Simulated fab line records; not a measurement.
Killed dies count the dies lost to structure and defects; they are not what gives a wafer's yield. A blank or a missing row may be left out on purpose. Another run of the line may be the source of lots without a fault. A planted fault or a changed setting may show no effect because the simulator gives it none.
Which tool is to blame?    flow sky130    Sampling: 12 lots, 36 wafers, 5 of 708 route steps

## WHAT THE GAUGES READ, wafer by wafer
SKY_FIELD_ISO_THK_MEAS_23. Usual: FIELD_ISO_OXIDATION_01_THK 10.07 nm, standard deviation 0.19.
lot   measured     on            FIELD_ISO_OXIDATION_01_THK (nm)  flag
L993  day 2 11:29  filmMetro-04  10.34 10.12 10.22                
L994  day 2 18:16  filmMetro-01  10.38 10.30 10.41                
L996  day 3 00:23  filmMetro-04  10.15 10.11 10.03                
L999  day 3 19:50  filmMetro-04  9.95 10.03 9.89                  
L100  day 3 20:48  filmMetro-04  10.24 10.25 10.12                
L103  day 4 13:42  filmMetro-02  10.36 10.09 10.14                
L104  day 4 16:12  filmMetro-01  9.89 9.68 9.92                   
L105  day 5 00:50  filmMetro-02  9.85 9.77 9.93                   
L106  day 5 03:25  filmMetro-02  9.66 9.81 9.78                   
L107  day 5 08:41  filmMetro-01  9.99 9.80 9.97                   
L108  day 5 12:43  filmMetro-01  10.29 10.14 10.25                
L115  day 7 01:10  filmMetro-02  10.20 10.13 10.26                

SKY_VT_ADJUST_HVTR_TW_MEAS_11. Usual: VT_ADJUST_HVTR_TW 208.7, standard deviation 2.1.
lot   measured      on            VT_ADJUST_HVTR_TW                    flag
L993  day 9 20:17   filmMetro-02  206.2 207.4 206.9                    
L994  day 10 13:31  filmMetro-03  208.3 209.7 208.2                    
L996  day 10 11:21  filmMetro-03  209.4 209.0 209.4                    
L999  day 11 16:12  filmMetro-02  208.1 208.2 207.9                    
L100  day 11 16:46  filmMetro-03  209.7 210.4 209.4                    
L103  day 12 18:13  filmMetro-03  208.8 209.5 208.7                    
L104  day 12 16:49  filmMetro-02  209.3 206.8 207.6                    
L105  day 13 08:06  filmMetro-02  190.5 191.5 191.2 190.3 190.9 191.2  OFF
L106  day 13 08:45  filmMetro-02  190.5 191.0 191.1 191.7 190.3 190.9  OFF
L107  day 13 16:40  filmMetro-03  209.7 208.8 209.8                    
L108  day 13 22:58  filmMetro-04  215.0 214.6 214.1                    
L115  day 16 04:15  filmMetro-02  206.2 205.2 204.4                    

SKY_SONOS_ONO_CD_MEAS_13: the cd target is 410 nm. Usual: 409.2 nm for cdNm, sd 2.3.
lot   measured      on        cdNm (nm)          flag
L993  day 13 00:25  cdSem-02  410.8 409.8 408.6  
L994  day 13 19:31  cdSem-01  407.5 410.3 409.5  
L996  day 13 18:39  cdSem-02  409.8 406.9 406.4  
L999  day 15 00:50  cdSem-02  408.4 408.5 411.0  
L100  day 15 02:28  cdSem-01  412.2 410.7 411.8  
L103  day 16 05:28  cdSem-01  411.1 411.5 410.0  
L104  day 16 04:10  cdSem-01  405.4 406.0 407.2  
L105  day 16 19:56  cdSem-02  410.8 410.4 412.2  
L106  day 16 20:53  cdSem-01  412.7 409.9 410.1  
L107  day 17 04:32  cdSem-02  414.9 413.4 413.1  
L108  day 17 12:53  cdSem-01  409.5 409.5 408.5  
L115  day 20 02:45  cdSem-01  406.9 406.1 406.2  

## TOOL THAT RAN EACH LOT (tool first, then ch and the chambers of the sampled wafers, then the start)
lot   SKY_VT_ADJUST_NCORE_STRIP_10         SKY_VT_ADJUST_HVTR_IMPLANT_09
L993  plasmaAsher-02 ch 0,1, day 9 00:18   implanter-02 ch 0, day 9 20:03
L994  plasmaAsher-01 ch 0,1, day 9 14:57   implanter-02 ch 0, day 10 13:17
L996  plasmaAsher-02 ch 0,1, day 9 13:27   implanter-02 ch 0, day 10 11:06
L999  plasmaAsher-03 ch 0,1, day 10 16:06  implanter-04 ch 0, day 11 15:57
L100  plasmaAsher-01 ch 0,1, day 10 16:09  implanter-02 ch 0, day 11 16:32
L103  plasmaAsher-01 ch 0,1, day 11 17:21  implanter-02 ch 0, day 12 17:59
L104  plasmaAsher-02 ch 0,1, day 11 16:09  implanter-02 ch 0, day 12 16:35
L105  plasmaAsher-03 ch 0,1, day 12 07:18  implanter-02 ch 0, day 13 07:51
L106  plasmaAsher-02 ch 0,1, day 12 07:57  implanter-02 ch 0, day 13 08:30
L107  plasmaAsher-01 ch 0,1, day 12 16:12  implanter-04 ch 0, day 13 16:25
L108  plasmaAsher-02 ch 0,1, day 12 21:11  implanter-04 ch 0, day 13 22:45
L115  plasmaAsher-03 ch 0,1, day 15 01:27  implanter-04 ch 0, day 16 04:00
- SKY_VT_ADJUST_NCORE_STRIP_10: strips in O2/N2.
- SKY_VT_ADJUST_HVTR_IMPLANT_09

## AS READ BY THE TOOLS THEMSELVES (means over the sampled wafers that have a number; for cases with no such wafer, the mark the record gives instead)
SKY_VT_ADJUST_NCORE_STRIP_10. Usual: drypumpMotorCurrentA 5.9 A, standard deviation 0.48; oesProductAu 0.716 a.u., standard deviation 0.0048; stripTimeToEndpointS 14.17 s, standard deviation 0.038.
lot   tool            drypumpMotorCurrentA (A)  oesProductAu (a.u.)  stripTimeToEndpointS (s)  flag
L993  plasmaAsher-02  6.3                       0.714                14.18                     
L994  plasmaAsher-01  5.7                       0.713                14.15                     
L996  plasmaAsher-02  6.6                       0.718                14.20                     
L999  plasmaAsher-03  5.6                       0.716                14.12                     
L100  plasmaAsher-01  5.8                       0.719                14.22                     
L103  plasmaAsher-01  5.9                       0.719                14.17                     
L104  plasmaAsher-02  6.3                       0.712                14.13                     
L105  plasmaAsher-03  5.5                       0.716                14.14                     
L106  plasmaAsher-02  6.3                       0.713                14.19                     
L107  plasmaAsher-01  5.9                       0.716                14.13                     
L108  plasmaAsher-02  6.6                       0.715                14.17                     
L115  plasmaAsher-03  5.6                       0.717                14.19                     

SKY_VT_ADJUST_HVTR_IMPLANT_09. Usual: doseIonsCm2 2.1001e+12, standard deviation 2.3e+09; endStationPressureTorr 5.01e-06 Torr, standard deviation 2.6e-07; faradayCurrentUA 11.87, standard deviation 0.23.
lot   tool          doseIonsCm2  endStationPressureTorr (Torr)  faradayCurrentUA  flag
L993  implanter-02  2.0980e+12   5.00e-06                       11.67             
L994  implanter-02  2.1025e+12   5.36e-06                       11.91             
L996  implanter-02  2.0994e+12   4.94e-06                       11.73             
L999  implanter-04  2.1011e+12   5.00e-06                       11.82             
L100  implanter-02  2.1001e+12   4.95e-06                       11.88             
L103  implanter-02  2.0977e+12   4.74e-06                       11.88             
L104  implanter-02  2.0987e+12   5.43e-06                       11.78             
L105  implanter-02  1.5599e+12   5.24e-06                       8.85              OFF
L106  implanter-02  1.5622e+12   4.97e-06                       8.88              OFF
L107  implanter-04  2.0994e+12   5.26e-06                       11.84             
L108  implanter-04  2.0985e+12   4.87e-06                       11.85             
L115  implanter-04  2.0988e+12   5.09e-06                       11.84             

## THE ANSWER, worked out from the rows above alone
Rule: take the mean of a lot's wafers that have a number; if it is more than 3 standard deviations from the usual mean, the lot is off. A lot without any number at a reading at which 4 lots or more have one is off too. Any other lot the step has rows for is counted as sound. Order of review: gauges by route order, followed by the tools' own readings, for which a lot's mean as printed above is used. The first step at which some lot is off is used, and at that step the reading that is off furthest; a lot without a number counts as furthest.
Off: L105, L106, seen at SKY_VT_ADJUST_HVTR_TW_MEAS_11 (VT_ADJUST_HVTR_TW).
A tool fits if, at a process step before that reading, it ran every lot that is off, and no sound lot after the first of them. The gauges at SKY_VT_ADJUST_HVTR_TW_MEAS_11 aren't tried: what is off there is off at SKY_VT_ADJUST_HVTR_IMPLANT_09 too, on other tools, and a gauge's error can't cause that. One fits: implanter-02 at SKY_VT_ADJUST_HVTR_IMPLANT_09. A fault onset in the window from L103 (day 12 17:59, its last sound lot) to L105 (day 13 07:51, its first lot off) fits.
The tool's own readings at SKY_VT_ADJUST_HVTR_IMPLANT_09 bear it out: on the lots that are off they differ by more than 5 times the standard deviation of the sound lots' means. doseIonsCm2 reads 1.5610e+12 there against 2.0994e+12 on the sound lots; faradayCurrentUA reads 8.87 there against 11.82 on the sound lots.

## WHAT THE SIMULATOR HAD INSERTED
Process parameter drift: implanter-02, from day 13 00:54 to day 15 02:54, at SKY_VT_ADJUST_HVTR_IMPLANT_09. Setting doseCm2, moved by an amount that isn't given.
Shown lots that were struck: L105, L106. The rule above found the same.
